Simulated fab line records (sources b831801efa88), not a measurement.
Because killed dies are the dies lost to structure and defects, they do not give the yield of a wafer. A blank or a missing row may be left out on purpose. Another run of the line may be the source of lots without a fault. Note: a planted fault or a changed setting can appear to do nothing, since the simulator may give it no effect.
The tool behind it: which one? | flow gf180mcu | Sampling: 11 lots, 33 wafers, 5 of 602 route steps

== WHAT THE GAUGES SHOWED, per wafer ==
GF_M4_RS_MEAS_05: measurement is done with a four-point probe.
lot  | measured     | on           | M4_ALCU_RS (ohm/sq)
L742 | day 23 16:57 | filmMetro-02 | 0.0701 0.0687 0.0686
L744 | day 24 08:20 | filmMetro-03 | 0.0686 0.0693 0.0693
L745 | day 24 14:13 | filmMetro-02 | 0.0682 0.0684 0.0695
L749 | day 26 00:08 | filmMetro-03 | 0.0689 0.0687 0.0695
L750 | day 26 08:59 | filmMetro-03 | 0.0671 0.0677 0.0693
L751 | day 26 15:26 | filmMetro-02 | 0.0694 0.0694 0.0694
L756 | day 28 17:19 | filmMetro-03 | 0.0757 0.0760 0.0743
L759 | day 29 05:53 | filmMetro-03 | 0.0755 0.0736 0.0737
L761 | day 29 16:45 | filmMetro-02 | 0.0684 0.0686 0.0699
L760 | day 29 18:34 | filmMetro-02 | 0.0686 0.0682 0.0695
L762 | day 29 23:54 | filmMetro-02 | 0.0677 0.0703 0.0706

== WHAT TOOL EACH LOT RAN ON (gives the tool, then ch and the chambers of the sampled wafers, and finally the start) ==
lot  | GF_V2_SPUTTER_22            | GF_V3_CMP_04                  | GF_V3_STRIP_18                      | GF_M4_SPUTTER_02
L742 | pvdSputter-01, day 21 14:23 | cmp-02 ch 2,3, day 22 16:09   | plasmaAsher-04 ch 0,1, day 23 15:28 | pvdSputter-03, day 23 16:52
L744 | pvdSputter-02, day 22 05:47 | cmp-01 ch 0,1,2, day 23 07:13 | plasmaAsher-02 ch 0, day 24 06:37   | pvdSputter-03, day 24 08:13
L745 | pvdSputter-01, day 22 12:01 | cmp-02 ch 0,1,2, day 23 13:16 | plasmaAsher-02 ch 0,1, day 24 12:46 | pvdSputter-03, day 24 14:08
L749 | pvdSputter-01, day 23 22:56 | cmp-02 ch 2,3, day 25 00:17   | plasmaAsher-02 ch 0,1, day 25 22:29 | pvdSputter-03, day 26 00:00
L750 | pvdSputter-01, day 24 10:39 | cmp-02 ch 0,2,3, day 25 09:19 | plasmaAsher-04 ch 0,1, day 26 07:32 | pvdSputter-04, day 26 08:54
L751 | pvdSputter-04, day 24 16:13 | cmp-02 ch 1,2,3, day 25 16:15 | plasmaAsher-01 ch 0,1, day 26 13:58 | pvdSputter-03, day 26 15:20
L756 | pvdSputter-02, day 26 20:17 | cmp-01 ch 1,3, day 27 19:25   | plasmaAsher-01 ch 0,1, day 28 15:51 | pvdSputter-03, day 28 17:11
L759 | pvdSputter-02, day 27 10:53 | cmp-01 ch 1,2,3, day 28 09:18 | plasmaAsher-04 ch 0,1, day 29 04:25 | pvdSputter-03, day 29 05:48
L761 | pvdSputter-01, day 27 20:59 | cmp-02 ch 1,2, day 28 19:02   | plasmaAsher-04 ch 0,1, day 29 15:00 | pvdSputter-04, day 29 16:32
L760 | pvdSputter-01, day 27 22:46 | cmp-02 ch 0,1, day 28 20:51   | plasmaAsher-01 ch 0,1, day 29 17:04 | pvdSputter-02, day 29 18:27
L762 | pvdSputter-02, day 28 05:23 | cmp-01 ch 0,2,3, day 29 02:23 | plasmaAsher-01 ch 0,1, day 29 22:14 | pvdSputter-04, day 29 23:41
- GF_V2_SPUTTER_22: material TiN, target thk 10 nm, time 40 s.
- GF_V3_CMP_04: polishes SiO2.
- GF_V3_STRIP_18: strips in O2/N2.
- GF_M4_SPUTTER_02: material AlCu, target thk 450 nm, time 23.9 s.

== THE ANSWER, worked out from the rows above alone ==
Rule: what is usual is taken from the lots themselves. The widest of any qualifying gaps counts: lots, ordered by their means at a reading, are off when they make up no more than a third of the lots, leave a main group of 4 or more, and stand apart from it by 3 or more times the standard deviation of that group's means. The tables above print the reading to a certain number of digits; a main group whose means all agree to those digits is not used. A lot without any number at a reading at which 4 lots or more have one is off too. Where the step has rows for the other lots, those lots are counted as sound.
Off: L756, L759, seen at GF_M4_RS_MEAS_05 (M4_ALCU_RS). Mean 0.0690 ohm/sq and standard deviation 0.00041 in the main group.
A tool fits if, at a process step before that reading, it ran every lot that is off, and no sound lot after the first of them. Those tools and the gauges at GF_M4_RS_MEAS_05 are tried in the same way. Undecided on this evidence; 2 tools fit (pvdSputter-03 at GF_M4_SPUTTER_02, filmMetro-03 at GF_M4_RS_MEAS_05).

== WHAT THE SIMULATOR HAD INSERTED ==
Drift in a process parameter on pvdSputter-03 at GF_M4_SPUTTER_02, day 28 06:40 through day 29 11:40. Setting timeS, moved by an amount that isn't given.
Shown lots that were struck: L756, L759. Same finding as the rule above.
